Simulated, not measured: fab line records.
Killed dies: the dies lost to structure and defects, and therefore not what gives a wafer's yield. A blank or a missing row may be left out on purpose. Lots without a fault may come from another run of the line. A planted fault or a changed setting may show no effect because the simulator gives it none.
The tool behind it: which one?    flow gf180mcu    12 lots with 36 wafers sampled at 6 steps, on a route of 602 steps

WHAT EACH GAUGE READ, for each wafer
GF_V1_CD_MEAS_14 targets a cd of 260 nm.
lot   measured      on         cd_nm (nm)
L587  day 19 15:17  cd_sem-02  258.5 257.8 258.6
L588  day 20 00:16  cd_sem-01  257.3 257.4 258.2
L591  day 21 14:26  cd_sem-01  261.1 261.4 261.0
L592  day 22 12:10  cd_sem-02  260.7 260.1 261.4
L593  day 22 15:14  cd_sem-02  260.1 260.5 260.3
L598  day 23 20:04  cd_sem-02  261.0 260.7 260.0
L599  day 24 01:28  cd_sem-02  260.1 259.5 259.7
L600  day 24 07:41  cd_sem-02  258.1 259.3 259.2
L603  day 25 07:32  cd_sem-01  261.1 260.4 261.5
L604  day 25 17:10  cd_sem-02  260.7 259.6 260.5
L605  day 26 00:44  cd_sem-01  260.6 260.7 260.8
L606  day 26 04:33  cd_sem-02  261.4 260.3 260.8

GF_V1_RS_MEAS_24: a four-point-probe measurement.
lot   measured      on             V1_W_RS (ohm/sq)
L587  day 19 16:19  film_metro-03  0.331 0.329 0.326
L588  day 20 01:19  film_metro-03  0.338 0.332 0.337
L591  day 21 15:28  film_metro-02  0.332 0.335 0.330
L592  day 22 13:13  film_metro-03  0.332 0.326 0.328
L593  day 22 16:19  film_metro-04  0.329 0.326 0.332
L598  day 23 21:07  film_metro-02  43.470 44.524 44.976
L599  day 24 02:30  film_metro-03  43.378 43.841 44.588
L600  day 24 08:43  film_metro-02  43.483 44.054 43.259
L603  day 25 08:40  film_metro-03  0.326 0.327 0.330
L604  day 25 18:13  film_metro-02  0.329 0.332 0.333
L605  day 26 01:50  film_metro-02  0.327 0.329 0.330
L606  day 26 05:40  film_metro-02  0.329 0.322 0.327

GF_V1_THK_MEAS_25: measures by xrf.
lot   measured      on             V1_W_THK (nm)
L587  day 19 16:26  film_metro-03  342 344 347
L588  day 20 01:26  film_metro-03  338 342 338
L591  day 21 15:34  film_metro-02  343 340 347
L592  day 22 13:20  film_metro-03  349 356 352
L593  day 22 16:25  film_metro-04  340 346 336
L598  day 23 21:14  film_metro-02  <0 <0 <0
L599  day 24 02:37  film_metro-03  <0 <0 <0
L600  day 24 08:50  film_metro-02  <0 <0 <0
L603  day 25 08:47  film_metro-03  350 347 347
L604  day 25 18:20  film_metro-02  345 344 341
L605  day 26 01:57  film_metro-02  344 342 341
L606  day 26 05:46  film_metro-02  341 350 344

GF_M2_CD_MEAS_14 targets a cd of 280 nm.
lot   measured      on         cd_nm (nm)
L587  day 20 17:08  cd_sem-02  280.8 280.6 280.7
L588  day 21 02:25  cd_sem-01  279.5 279.5 279.8
L591  day 22 15:35  cd_sem-01  279.8 281.0 281.5
L592  day 23 13:10  cd_sem-01  281.6 281.3 280.3
L593  day 23 15:44  cd_sem-02  280.5 278.1 280.0
L603  day 26 05:50  cd_sem-02  279.9 280.0 280.8
L604  day 26 15:07  cd_sem-02  279.7 280.7 280.4
L605  day 26 22:56  cd_sem-02  281.0 281.5 280.3
L606  day 27 03:09  cd_sem-02  279.2 281.0 278.9

WHAT TOOL EACH LOT RAN ON (gives the tool, then ch and the chambers of the sampled wafers, and finally the start)
lot   GF_M1_METAL_ETCH_16                GF_V1_CVD_23
L587  rie_metal-02 ch 0,1, day 18 13:10  cvd_w-02 ch 0,1, day 19 16:11
L588  rie_metal-04 ch 0,1, day 18 22:22  cvd_w-01 ch 0,1, day 20 01:11
L591  rie_metal-04 ch 1, day 20 13:40    cvd_w-01 ch 0,1, day 21 15:20
L592  rie_metal-04 ch 0,1, day 21 10:50  cvd_w-02 ch 0,1, day 22 13:07
L593  rie_metal-01 ch 0,1, day 21 14:14  cvd_w-02 ch 0,1, day 22 16:11
L598  rie_metal-02 ch 1, day 22 19:55    cvd_w-02 ch 0,1, day 23 21:01
L599  rie_metal-02 ch 1, day 23 01:50    cvd_w-02 ch 0,1, day 24 02:22
L600  rie_metal-04 ch 0, day 23 08:22    cvd_w-01 ch 0, day 24 08:35
L603  rie_metal-01 ch 0,1, day 24 08:55  cvd_w-01 ch 0,1, day 25 08:34
L604  rie_metal-04 ch 0,1, day 24 18:49  cvd_w-02 ch 0,1, day 25 18:07
L605  rie_metal-04 ch 0,1, day 25 02:10  cvd_w-01 ch 0,1, day 26 01:42
L606  rie_metal-01 ch 0,1, day 25 06:25  cvd_w-01 ch 0,1, day 26 05:32
- GF_M1_METAL_ETCH_16: etches the open film in Cl2/BCl3, stops on SiO2, target depth 750.8 nm, time 125.1 s.
- GF_V1_CVD_23: deposits W, target thk 350 nm, time 105.05 s.

WHAT THE TOOLS THEMSELVES READ (means of the sampled wafers that have a number; where no wafer has one, the mark that the record gives instead)
GF_M1_METAL_ETCH_16.
lot   tool          drypump_motor_current_A (A)  oes_product_au (a.u.)  throttle_valve_pct (%)
L587  rie_metal-02  6.1                          0.979                  28.250
L588  rie_metal-04  5.4                          0.979                  28.232
L591  rie_metal-04  5.8                          0.978                  28.239
L592  rie_metal-04  5.0                          0.990                  28.227
L593  rie_metal-01  6.3                          0.989                  28.231
L598  rie_metal-02  5.9                          0.976                  28.253
L599  rie_metal-02  5.9                          0.972                  28.249
L600  rie_metal-04  4.6                          0.993                  28.227
L603  rie_metal-01  6.3                          0.990                  28.235
L604  rie_metal-04  5.4                          0.997                  28.222
L605  rie_metal-04  5.0                          0.995                  28.230
L606  rie_metal-01  6.3                          0.989                  28.236

GF_V1_CVD_23.
lot   tool      chamber_pressure_Torr (Torr)  heater_power_outer_w (W)  heater_power_w (W)
L587  cvd_w-02  39.98                         554                       893
L588  cvd_w-01  39.99                         489                       844
L591  cvd_w-01  39.97                         484                       865
L592  cvd_w-02  40.05                         544                       907
L593  cvd_w-02  40.04                         552                       903
L598  cvd_w-02  -                             -                         -
L599  cvd_w-02  -                             -                         -
L600  cvd_w-01  -                             -                         -
L603  cvd_w-01  40.03                         483                       865
L604  cvd_w-02  40.05                         562                       891
L605  cvd_w-01  39.97                         476                       841
L606  cvd_w-01  39.92                         493                       859

THE ANSWER, worked out from the rows above alone
Rule: the lots themselves supply what counts as usual. The widest of any qualifying gaps counts: lots, ordered by their means at a reading, are off when they make up no more than a third of the lots, leave a main group of 4 or more, and stand apart from it by 3 or more times the standard deviation of that group's means. The tables above print the reading to a certain number of digits; a main group whose means all agree to those digits is not used. Also off: a lot with no number at a reading for which 4 or more lots have one. Where the step has rows for the other lots, those lots are counted as sound. The gauges are gone through in route order, then the tools' own readings, and for those a lot's mean is taken as printed above. The first step at which some lot is off is used, and at that step the reading that is off furthest; a lot without a number counts as furthest.
Off: L598, L599, L600, seen at GF_V1_RS_MEAS_24 (V1_W_RS). Main group: mean 0.330 ohm/sq, sd 0.0027.
If a tool, at a process step before that reading, ran all the lots that are off and no sound lot after the first of them, it fits. The gauges at GF_V1_RS_MEAS_24 aren't tried: what is off there is off at GF_V1_CVD_23 too, on other tools, and a gauge's error can't cause that. Not one of the candidates tried fits.

WHAT WAS PUT IN BY THE SIMULATOR
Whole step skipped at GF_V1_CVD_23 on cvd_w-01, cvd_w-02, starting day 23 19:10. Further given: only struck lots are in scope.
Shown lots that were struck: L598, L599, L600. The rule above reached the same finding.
